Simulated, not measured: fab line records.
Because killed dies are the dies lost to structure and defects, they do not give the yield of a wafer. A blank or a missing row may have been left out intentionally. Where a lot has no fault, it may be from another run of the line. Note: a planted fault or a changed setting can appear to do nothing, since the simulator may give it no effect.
Lot-split experiment || flow sky130 || on a route of 708 steps: 5 lots, 23 wafers read

## THE SPLIT ITSELF
At SKY_VT_ADJUST_LVTN_IMPLANT_19, the setting dose cm2 was moved away from the recipe's 6.5e+11 on 9 of the 23 wafers read, by -4.3% to +7.1%. For the rest of the wafers, this setting stayed at what the recipe calls for.

## FROM THE SPLIT ON TO THE READING: in between, the file shows 1 step
- SKY_VT_ADJUST_LVTN_STRIP_20: strips in O2/N2

## THE READING
VT_ADJUST_LVTN_2_TW, at SKY_VT_ADJUST_LVTN_TW_MEAS_21. A value of 187.2 with a standard deviation of 1.4 is what fault-free wafers of this fab line usually give.

{"wafer": "L074.1", "tool, chamber at the split": "implanter-02, 0", "dose cm2 as run": 6.5e+11, "against the recipe": "recipe", "VT_ADJUST_LVTN_2_TW": 188.5, "against lot-mates on the recipe": "-"}
{"wafer": "L074.3", "tool, chamber at the split": "implanter-02, 0", "dose cm2 as run": 6.5e+11, "against the recipe": "recipe", "VT_ADJUST_LVTN_2_TW": 188.4, "against lot-mates on the recipe": "-"}
{"wafer": "L074.4", "tool, chamber at the split": "implanter-02, 0", "dose cm2 as run": 6.5e+11, "against the recipe": "recipe", "VT_ADJUST_LVTN_2_TW": 188.4, "against lot-mates on the recipe": "-"}
{"wafer": "L074.5", "tool, chamber at the split": "implanter-02, 0", "dose cm2 as run": 6.653e+11, "against the recipe": "+2.4%", "VT_ADJUST_LVTN_2_TW": 191.5, "against lot-mates on the recipe": "+3.1"}
{"wafer": "L074.6", "tool, chamber at the split": "implanter-02, 0", "dose cm2 as run": 6.653e+11, "against the recipe": "+2.4%", "VT_ADJUST_LVTN_2_TW": 190.4, "against lot-mates on the recipe": "+2.0"}
{"wafer": "L075.1", "tool, chamber at the split": "implanter-03, 0", "dose cm2 as run": 6.5e+11, "against the recipe": "recipe", "VT_ADJUST_LVTN_2_TW": 184.9, "against lot-mates on the recipe": "-"}
{"wafer": "L075.3", "tool, chamber at the split": "implanter-03, 0", "dose cm2 as run": 6.5e+11, "against the recipe": "recipe", "VT_ADJUST_LVTN_2_TW": 184.7, "against lot-mates on the recipe": "-"}
{"wafer": "L075.4", "tool, chamber at the split": "implanter-03, 0", "dose cm2 as run": 6.5e+11, "against the recipe": "recipe", "VT_ADJUST_LVTN_2_TW": 185.7, "against lot-mates on the recipe": "-"}
{"wafer": "L079.1", "tool, chamber at the split": "implanter-02, 0", "dose cm2 as run": 6.5e+11, "against the recipe": "recipe", "VT_ADJUST_LVTN_2_TW": 186.7, "against lot-mates on the recipe": "-"}
{"wafer": "L079.2", "tool, chamber at the split": "implanter-02, 0", "dose cm2 as run": 6.248e+11, "against the recipe": "-3.9%", "VT_ADJUST_LVTN_2_TW": 185.2, "against lot-mates on the recipe": -1.3}
{"wafer": "L079.4", "tool, chamber at the split": "implanter-02, 0", "dose cm2 as run": 6.5e+11, "against the recipe": "recipe", "VT_ADJUST_LVTN_2_TW": 186.0, "against lot-mates on the recipe": "-"}
{"wafer": "L079.5", "tool, chamber at the split": "implanter-02, 0", "dose cm2 as run": 6.5e+11, "against the recipe": "recipe", "VT_ADJUST_LVTN_2_TW": 186.8, "against lot-mates on the recipe": "-"}
{"wafer": "L079.6", "tool, chamber at the split": "implanter-02, 0", "dose cm2 as run": 6.248e+11, "against the recipe": "-3.9%", "VT_ADJUST_LVTN_2_TW": 185.4, "against lot-mates on the recipe": -1.1}
{"wafer": "L082.2", "tool, chamber at the split": "implanter-04, 0", "dose cm2 as run": 6.5e+11, "against the recipe": "recipe", "VT_ADJUST_LVTN_2_TW": 185.4, "against lot-mates on the recipe": "-"}
{"wafer": "L082.3", "tool, chamber at the split": "implanter-04, 0", "dose cm2 as run": 6.961e+11, "against the recipe": "+7.1%", "VT_ADJUST_LVTN_2_TW": 188.4, "against lot-mates on the recipe": "+3.1"}
{"wafer": "L082.4", "tool, chamber at the split": "implanter-04, 0", "dose cm2 as run": 6.5e+11, "against the recipe": "recipe", "VT_ADJUST_LVTN_2_TW": 185.4, "against lot-mates on the recipe": "-"}
{"wafer": "L082.5", "tool, chamber at the split": "implanter-04, 0", "dose cm2 as run": 6.5e+11, "against the recipe": "recipe", "VT_ADJUST_LVTN_2_TW": 185.2, "against lot-mates on the recipe": "-"}
{"wafer": "L082.6", "tool, chamber at the split": "implanter-04, 0", "dose cm2 as run": 6.961e+11, "against the recipe": "+7.1%", "VT_ADJUST_LVTN_2_TW": 188.1, "against lot-mates on the recipe": "+2.8"}
{"wafer": "L084.1", "tool, chamber at the split": "implanter-03, 0", "dose cm2 as run": 6.5e+11, "against the recipe": "recipe", "VT_ADJUST_LVTN_2_TW": 186.6, "against lot-mates on the recipe": "-"}
{"wafer": "L084.2", "tool, chamber at the split": "implanter-03, 0", "dose cm2 as run": 6.219e+11, "against the recipe": "-4.3%", "VT_ADJUST_LVTN_2_TW": 184.9, "against lot-mates on the recipe": -1.6}
{"wafer": "L084.3", "tool, chamber at the split": "implanter-03, 0", "dose cm2 as run": 6.5e+11, "against the recipe": "recipe", "VT_ADJUST_LVTN_2_TW": 186.4, "against lot-mates on the recipe": "-"}
{"wafer": "L084.5", "tool, chamber at the split": "implanter-03, 0", "dose cm2 as run": 6.219e+11, "against the recipe": "-4.3%", "VT_ADJUST_LVTN_2_TW": 185.1, "against lot-mates on the recipe": -1.4}
{"wafer": "L084.6", "tool, chamber at the split": "implanter-03, 0", "dose cm2 as run": 6.219e+11, "against the recipe": "-4.3%", "VT_ADJUST_LVTN_2_TW": 185.6, "against lot-mates on the recipe": -0.9}

FIT RESULTS
A straight line over all 23 wafers: VT_ADJUST_LVTN_2_TW changes by +0.366 for each +1% of dose cm2; r = +0.59; the points scatter about the line by 1.5.
The same after taking each lot's own level away (the mean of its wafers on the recipe; 23 wafers): +0.403 for each +1%; r = +0.91; scatter 0.56.
Per that fit: largest dose cm2 move, reading shift of 2.9.
The lots' own levels span 185.10 to 188.43, that is 2.4 times the standard deviation above.
So the lot-to-lot level blurs the effect unless lot-mates are compared.
Check: for one of the wafers moved furthest among these (+7.1%), held out of the fit, the line's prediction against its lot-mates is +3.1. It came out at +3.07 against them.

## FURTHER SPLITS ON THESE WAFERS
These wafers also went through other splits before the reading. Each is held against what the fit with the lots' levels taken away leaves over:
{"other split on the same wafers": "SKY_FIELD_ISO_OXIDATION_01 temp c", "wafers away from the commonest value": 15, "r with VT_ADJUST_LVTN_2_TW (lot level and that fit taken away)": "+0.20"}
{"other split on the same wafers": "SKY_FIELD_ISO_EXPOSE_10 dose mj", "wafers away from the commonest value": 6, "r with VT_ADJUST_LVTN_2_TW (lot level and that fit taken away)": -0.02}
{"other split on the same wafers": "SKY_FIELD_ISO_WET_ETCH_30 time s", "wafers away from the commonest value": 18, "r with VT_ADJUST_LVTN_2_TW (lot level and that fit taken away)": -0.09}
{"other split on the same wafers": "SKY_NWELL_STRIP_14 pressure mtorr", "wafers away from the commonest value": 15, "r with VT_ADJUST_LVTN_2_TW (lot level and that fit taken away)": "+0.13"}
{"other split on the same wafers": "SKY_VT_ADJUST_HVTP_COAT_02 spin rpm", "wafers away from the commonest value": 9, "r with VT_ADJUST_LVTN_2_TW (lot level and that fit taken away)": -0.12}
{"other split on the same wafers": "SKY_VT_ADJUST_HVTP_SOFTBAKE_03 time s", "wafers away from the commonest value": 9, "r with VT_ADJUST_LVTN_2_TW (lot level and that fit taken away)": -0.01}
{"other split on the same wafers": "SKY_VT_ADJUST_LVTN_IMPLANT_08 energy kev", "wafers away from the commonest value": 8, "r with VT_ADJUST_LVTN_2_TW (lot level and that fit taken away)": -0.22}

## THE FILE'S OWN FIT
VT_ADJUST_LVTN_2_TW changes by +0.411 for each +1% of dose cm2, r = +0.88.
